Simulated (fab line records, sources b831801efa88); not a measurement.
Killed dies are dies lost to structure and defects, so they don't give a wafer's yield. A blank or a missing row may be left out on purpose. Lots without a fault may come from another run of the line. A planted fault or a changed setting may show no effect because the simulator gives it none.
A struck lot beside a sound one | flow sky130 | 18 steps out of a route of 708
Sound: wafers L683.4, L683.5, L683.6. Struck: wafers L674.1, L674.4, L674.5. The cause comes at the end.
At each step with rows: each side's tool, then ch and its chambers, then its first start. Under that, the readings that differ: sound wafers | struck wafers | difference of the means | sigmas: that difference in standard deviations of wafers without a fault.
alike: readings whose means differ by less than 2 such deviations, and words and numbers that are the same on both sides. not compared: withheld readings, readings that some wafer has no value for, bounds like >300 that may hide the same value, and numbers for which the record gives no deviation and whose values overlap.
The two part at a step that has a row with sigmas, a row that says differs or no value, or rows on one side only. Numbers that don't overlap but have no deviation are shown without sigmas and don't part them. A reading that every wafer of one side lacks parts them only if that side has two wafers or more.

SKY_CONTACT_ETCH_18: etches Si3N4 in CHF3/O2, stops on TiN, time 39 s, target depth 75 nm.
  sound on rie_diel-02 ch 0,1,2; struck on rie_diel-04 ch 0,1,3
  alike: drypump_motor_current_A, oes_product_au, rf_fwd_power_W, throttle_valve_pct
  not compared: rf_hours_counter_h
then, 5 steps without rows for these wafers: SKY_CONTACT_STRIP_19 (strips in O2/N2); SKY_CONTACT_STRIP_20 (strips in post etch residue remover, time 1200 s); SKY_CONTACT_CLEAN_21 (cleans in IPA, time 180 s); SKY_CONTACT_CLEAN_22 (cleans in O3/DIW); SKY_CONTACT_SPUTTER_23 (material TiN, target thk 20 nm, time 80 s).
SKY_CONTACT_CVD_24: deposits W, target thk 340 nm, time 102.12 s.
  sound on cvd_w-02 ch 0,1, day 38 05:04; struck on cvd_w-02 ch 0,1, day 35 20:35
  alike: heater_power_w, susceptor_temp_C
SKY_CONTACT_RS_MEAS_25: measures by four-point-probe.
  sound on film_metro-02, day 38 05:11; struck on film_metro-03, day 35 20:42
  alike: CONTACT_W_RS
SKY_CONTACT_THK_MEAS_26: measures by xrf.
  sound on film_metro-02, day 38 05:17; struck on film_metro-03, day 35 20:49
  alike: CONTACT_W_THK
SKY_CONTACT_CMP_27: polishes, stops on SiO2, t overpolish 15 s, target thk 0 nm.
  sound on cmp-01 ch 0,1,2, day 38 05:28; struck on cmp-01 ch 0,2,3, day 35 20:59
  alike: motor_current_A, overpolish_run_s, platen_rpm, slurry_flow_ml_min, time_to_endpoint_s
SKY_METAL1_SPUTTER_00: material Ti, target thk 15 nm, time 10 s.
  sound on pvd_sputter-02, day 38 05:37; struck on pvd_sputter-04, day 35 21:11
  alike: cathode_dc_power_W, chamber_pressure_pa, throttle_valve_pct
then, 1 step without rows for these wafers: SKY_METAL1_SPUTTER_01 (material TiN, target thk 20 nm, time 16.7 s).
SKY_METAL1_SPUTTER_02: material AlCu, target thk 250 nm, time 13.3 s.
  sound on pvd_sputter-02, day 38 05:40; struck on pvd_sputter-04, day 35 21:14
  no value came back on the struck wafers for cathode_dc_power_W (W), chamber_pressure_pa (Pa), throttle_valve_pct (%); on the sound wafers cathode_dc_power_W (W) reads 10602 10599 10599
then, 1 step without rows for these wafers: SKY_METAL1_SPUTTER_03 (material Ti, target thk 5 nm, time 3.3 s).
SKY_METAL1_SPUTTER_04: material TiN, target thk 70 nm, time 58.3 s.
  sound on pvd_sputter-02, day 38 05:42; struck on pvd_sputter-04, day 35 21:16
  alike: cathode_dc_power_W, chamber_pressure_pa, throttle_valve_pct
SKY_METAL1_RS_MEAS_05: measures by four-point-probe.
  sound on film_metro-04, day 38 05:49; struck on film_metro-02, day 35 21:19
  reading                 | sound                | struck               | difference | sigmas
  METAL1_ALCU_RS (ohm/sq) | 0.1272 0.1253 0.1267 | 8.6517 8.6834 8.6349 | +8.5303    | +99 or more
SKY_METAL1_THK_MEAS_06: measures by xrf.
  sound on film_metro-04, day 38 05:54; struck on film_metro-02, day 35 21:26
  reading              | sound       | struck   | difference | sigmas
  METAL1_ALCU_THK (nm) | 245 248 245 | <0 <0 <0 | differs    |
then, 1 step without rows for these wafers: SKY_METAL1_DEHYDRATE_07 (time 60 s).

WHERE THEY PART
First at SKY_METAL1_SPUTTER_02; last, within this record, at SKY_METAL1_THK_MEAS_06.

WHY: what the simulator had put in
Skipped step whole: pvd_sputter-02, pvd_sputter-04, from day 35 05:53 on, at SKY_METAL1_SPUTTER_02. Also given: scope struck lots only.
